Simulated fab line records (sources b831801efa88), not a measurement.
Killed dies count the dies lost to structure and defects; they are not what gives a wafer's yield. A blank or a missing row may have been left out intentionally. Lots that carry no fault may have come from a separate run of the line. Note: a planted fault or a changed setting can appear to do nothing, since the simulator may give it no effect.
Problem report, 8D (eight disciplines) form, completed by code || flow gf180mcu || the parts of the form that need people (team, actions taken, sign-off) are left out

## 1. WHAT WENT WRONG
Mean STI_CVD_23_THK at GF_STI_THK_MEAS_24: 510 nm over 3 wafers in 2 lots; fault-free wafers: 646 nm, standard deviation 12. That is -11 standard deviations from the usual mean.
Earliest sighting: wafer L146.6 on film metro-02 at day 5 10:35. Wafers with a number at this step in the record: 36, from 12 lots. By rule, "out" or "out of limits" means more than 4 standard deviations away from the usual mean. Any other wafer with a number is counted as sound.

## 2. WHAT IT IS, AND WHAT IT ISN'T
{"question": "which readings at this step", "is": "STI_CVD_23_THK", "is not": "-"}
{"question": "which lots", "is": "L146, L148", "is not": "L131, L132, L133, L134, L135, L136, L138, L151, L153, L154"}
{"question": "which wafers of those lots", "is": "L146.6, L148.1, L148.4", "is not": "L146.4, L146.5, L148.3"}
{"question": "read on which gauges", "is": "film metro-01, film metro-02", "is not": "film metro-04"}
{"question": "when", "is": "from day 5 10:35", "is not": "up to then (23 sound wafers); but 10 sound wafers of L148, L151, L153, L154 came after"}

## 3. SUSPECTS, AND WHAT RULES EACH OUT
Counting: a tool at a process step up to the reading stays a suspect if it ran every lot that is out. Sound lots after the first of them don't rule it out here, since some wafers of a struck lot are sound.
- the gauge at GF_STI_THK_MEAS_24 has been ruled out. The wafers that are out were read on 2 gauges (film metro-01, film metro-02).
- hdpcvd-02 at GF_STI_CVD_23 (deposits SiO2, target thk 650 nm, time 108.3 s): kept. Ran every lot that is out, first one L146 (day 5 10:31); last sound lot up to then L138 (day 3 17:46). Out on those wafers are its own readings of sih4 flow sccm.
- hdpcvd-02, GF_STI_CVD_23: wafers that are out in chamber 1, sound lot-mates in chambers 0, 2.
Left after counting: hdpcvd-02 at GF_STI_CVD_23.

## 4. THE CAUSE (what the simulator had put in)
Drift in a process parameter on hdpcvd-02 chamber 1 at GF_STI_CVD_23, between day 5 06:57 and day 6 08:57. The setting sih4 flow sccm was moved by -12, starting from 60. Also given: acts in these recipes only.
After counting, this tool was the only one left.

## 5. THE CHAIN OF EFFECTS, in route order
One row per reading whose mean, taken over the struck wafers that have a number, lies over 3 standard deviations from the usual. Only readings whose record carries a usual standard deviation are examined. hours: median over the lots of the time between each lot's start at the first step of this table that gives one and its start at this step. sigmas: the change, counted in usual standard deviations.
{"hours": 0, "step": "GF_STI_CVD_23", "reading": "sih4 flow sccm", "usual": "60.00 sccm", "on struck wafers": 48.00, "change": -12.00, "sigmas": -67}
{"hours": 0, "step": "GF_STI_THK_MEAS_24", "reading": "STI_CVD_23_THK", "usual": "646 nm", "on struck wafers": 510, "change": -136, "sigmas": -11}
{"hours": 0, "step": "GF_STI_CMP_25", "reading": "time to endpoint s", "usual": "119 s", "on struck wafers": 92, "change": -27, "sigmas": -4.3}
It contains these process steps:
- GF_STI_CVD_23: deposits SiO2, target thk 650 nm, time 108.3 s.
- GF_STI_CMP_25: polishes, stops on Si3N4, t overpolish 33 s, target thk 524.6 nm.
Later steps that measure or inspect, where all struck wafers having a row at the step show a number for every such reading and not one has moved that far: GF_STI_THK_MEAS_30, GF_MVSD_OVL_MEAS_07.

## 6. WHAT WOULD HAVE CAUGHT IT SOONER
Counted from the fault's start at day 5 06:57, it took 4 hours until the first out-of-limits reading at a measuring or inspecting step in this record, taken at day 5 10:35.
Tool's own readings at GF_STI_CVD_23, sih4 flow sccm: out on all struck wafers the step has rows for; an alarm limit on them would have tripped on the first.
L148, from the lots that are out (2), started GF_STI_CVD_23 on hdpcvd-02 later than day 5 10:35. It would have been spared by a hold on the tool at that moment.
